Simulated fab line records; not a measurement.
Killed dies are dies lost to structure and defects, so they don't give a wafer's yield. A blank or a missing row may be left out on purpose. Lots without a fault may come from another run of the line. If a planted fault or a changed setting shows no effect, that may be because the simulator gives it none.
Which of the tools did it? | flow sky130 | Sampling: 12 lots, 36 wafers, 4 of 708 route steps

WHAT THE GAUGES READ, wafer by wafer
SKY_VT_ADJUST_NCORE_TW_MEAS_11. Usual: for VT_ADJUST_NCORE_TW the level is 217.8 and the standard deviation is 2.7.
lot  | measured     | on            | VT_ADJUST_NCORE_TW | flag
L400 | day 8 09:19  | film_metro-01 | 221.3 220.3 222.0  |
L401 | day 8 20:31  | film_metro-03 | 214.0 212.7 213.4  |
L402 | day 9 06:28  | film_metro-04 | 216.0 215.3 216.7  |
L403 | day 9 07:50  | film_metro-01 | 219.1 219.9 218.0  |
L405 | day 9 22:01  | film_metro-03 | 215.0 213.5 214.4  |
L406 | day 10 07:16 | film_metro-01 | 218.6 219.4 218.7  |
L407 | day 10 17:40 | film_metro-01 | 218.5 218.4 218.6  |
L408 | day 10 19:02 | film_metro-04 | 219.4 217.5 218.3  |
L418 | day 14 11:05 | film_metro-01 | 220.4 220.8 220.9  |
L419 | day 14 12:43 | film_metro-03 | 214.6 215.2 214.9  |
L420 | day 14 22:47 | film_metro-01 | 219.7 218.6 220.7  |
L423 | day 15 07:22 | film_metro-04 | 217.6 217.3 217.6  |

SKY_LI_CONTACT_CD_MEAS_12 targets a cd of 170 nm. Usual: cd_nm 170.2 nm, standard deviation 1.4.
lot  | measured     | on        | cd_nm (nm)                          | flag
L400 | day 28 17:44 | cd_sem-02 | 169.0 170.6 170.3                   |
L401 | day 29 07:31 | cd_sem-02 | 169.5 169.8 170.4                   |
L402 | day 31 01:53 | cd_sem-02 | 168.8 168.4 167.6                   |
L403 | day 31 01:02 | cd_sem-02 | 170.8 169.4 172.1                   |
L405 | day 31 02:14 | cd_sem-01 | 172.0 171.0 171.7                   |
L406 | day 31 07:44 | cd_sem-01 | 170.7 170.5 171.9                   |
L407 | day 31 13:14 | cd_sem-01 | 171.7 171.2 172.3                   |
L408 | day 31 14:47 | cd_sem-01 | 171.3 171.6 144.4 171.8 171.8 144.6 | OFF
L418 | day 35 08:37 | cd_sem-01 | 171.0 171.1 170.5                   |
L419 | day 35 14:23 | cd_sem-01 | 171.3 171.5 170.1                   |
L420 | day 35 23:47 | cd_sem-02 | 170.5 171.2 170.9                   |
L423 | day 36 10:05 | cd_sem-02 | 167.7 168.5 168.8                   |

WHAT TOOL EACH LOT RAN ON (gives the tool, then ch and the chambers of the sampled wafers, and finally the start)
lot  | SKY_RES_PROTECT_STRIP_07             | SKY_LI_CONTACT_EXPOSE_09
L400 | plasma_asher-02 ch 0,1, day 14 19:04 | krf_scanner-02 ch 0, day 28 04:33
L401 | plasma_asher-04 ch 0,1, day 15 11:05 | krf_scanner-01 ch 0, day 28 17:53
L402 | plasma_asher-04 ch 0,1, day 15 22:19 | krf_scanner-02 ch 0, day 30 12:03
L403 | plasma_asher-03 ch 0,1, day 15 23:14 | krf_scanner-01 ch 0, day 30 11:05
L405 | plasma_asher-04 ch 0,1, day 16 12:46 | krf_scanner-01 ch 0, day 30 12:38
L406 | plasma_asher-04 ch 0,1, day 17 07:29 | krf_scanner-01 ch 0, day 30 17:41
L407 | plasma_asher-03 ch 0,1, day 17 18:07 | krf_scanner-01 ch 0, day 30 23:29
L408 | plasma_asher-02 ch 0,1, day 17 21:07 | krf_scanner-01 ch 0, day 31 01:50
L418 | plasma_asher-04 ch 0,1, day 22 05:02 | krf_scanner-01 ch 0, day 34 19:52
L419 | plasma_asher-02 ch 0,1, day 22 05:58 | krf_scanner-01 ch 0, day 35 01:49
L420 | plasma_asher-04 ch 0,1, day 22 21:35 | krf_scanner-01 ch 0, day 35 11:02
L423 | plasma_asher-03 ch 1, day 23 07:55   | krf_scanner-01 ch 0, day 35 21:18
- SKY_RES_PROTECT_STRIP_07: strips in O2/N2.
- SKY_LI_CONTACT_EXPOSE_09: exposes mask LICM1, target cd 170 nm.

WHAT THE TOOLS THEMSELVES READ (means of the sampled wafers that have a number; where no wafer has one, the mark that the record gives instead)
SKY_RES_PROTECT_STRIP_07. Usual: drypump_motor_current_A 5.7 A, standard deviation 0.57; oes_product_au 0.518 a.u., standard deviation 0.0048; strip_time_to_endpoint_s 23.31 s, standard deviation 0.045.
lot  | tool            | drypump_motor_current_A (A) | oes_product_au (a.u.) | strip_time_to_endpoint_s (s) | flag
L400 | plasma_asher-02 | 5.5                         | 0.522                 | 23.30                        |
L401 | plasma_asher-04 | 5.5                         | 0.514                 | 23.30                        |
L402 | plasma_asher-04 | 5.5                         | 0.518                 | 23.40                        |
L403 | plasma_asher-03 | 5.6                         | 0.522                 | 23.29                        |
L405 | plasma_asher-04 | 5.8                         | 0.514                 | 23.26                        |
L406 | plasma_asher-04 | 5.9                         | 0.520                 | 23.26                        |
L407 | plasma_asher-03 | 5.6                         | 0.516                 | 23.37                        |
L408 | plasma_asher-02 | 5.4                         | 0.522                 | 23.31                        |
L418 | plasma_asher-04 | 5.8                         | 0.515                 | 23.27                        |
L419 | plasma_asher-02 | 5.4                         | 0.517                 | 23.36                        |
L420 | plasma_asher-04 | 5.8                         | 0.515                 | 23.26                        |
L423 | plasma_asher-03 | 6.5                         | 0.521                 | 23.33                        |

SKY_LI_CONTACT_EXPOSE_09. Usual: focus_offset_nm -0.2 nm, standard deviation 0.51.
lot  | tool           | focus_offset_nm (nm) | flag
L400 | krf_scanner-02 | -0.3                 |
L401 | krf_scanner-01 | 0.4                  |
L402 | krf_scanner-02 | -0.2                 |
L403 | krf_scanner-01 | 0.2                  |
L405 | krf_scanner-01 | -0.1                 |
L406 | krf_scanner-01 | 0.2                  |
L407 | krf_scanner-01 | -0.6                 |
L408 | krf_scanner-01 | -0.2                 |
L418 | krf_scanner-01 | 0.1                  |
L419 | krf_scanner-01 | -0.1                 |
L420 | krf_scanner-01 | -0.4                 |
L423 | krf_scanner-01 | 0.9                  |

THE ANSWER, worked out from the rows above alone
Rule: a lot is off if the mean of its wafers that have a number lies more than 3 standard deviations from the usual mean. Also off: a lot with no number at a reading for which 4 or more lots have one. Any other lot the step has rows for is counted as sound. First the gauges in route order, then the tools' own readings, where a lot's mean is used as printed above. At the first step where some lot is off, the reading lying furthest off is the one used; lots without a number count as furthest.
Off: L408, at SKY_LI_CONTACT_CD_MEAS_12 (cd_nm).
A tool fits if, at a process step before that reading, it ran every lot that is off, and no sound lot after the first of them. Gauges at SKY_LI_CONTACT_CD_MEAS_12: tried the same way as those tools. Of those tried, none fits.

WHAT THE SIMULATOR HAD PUT IN
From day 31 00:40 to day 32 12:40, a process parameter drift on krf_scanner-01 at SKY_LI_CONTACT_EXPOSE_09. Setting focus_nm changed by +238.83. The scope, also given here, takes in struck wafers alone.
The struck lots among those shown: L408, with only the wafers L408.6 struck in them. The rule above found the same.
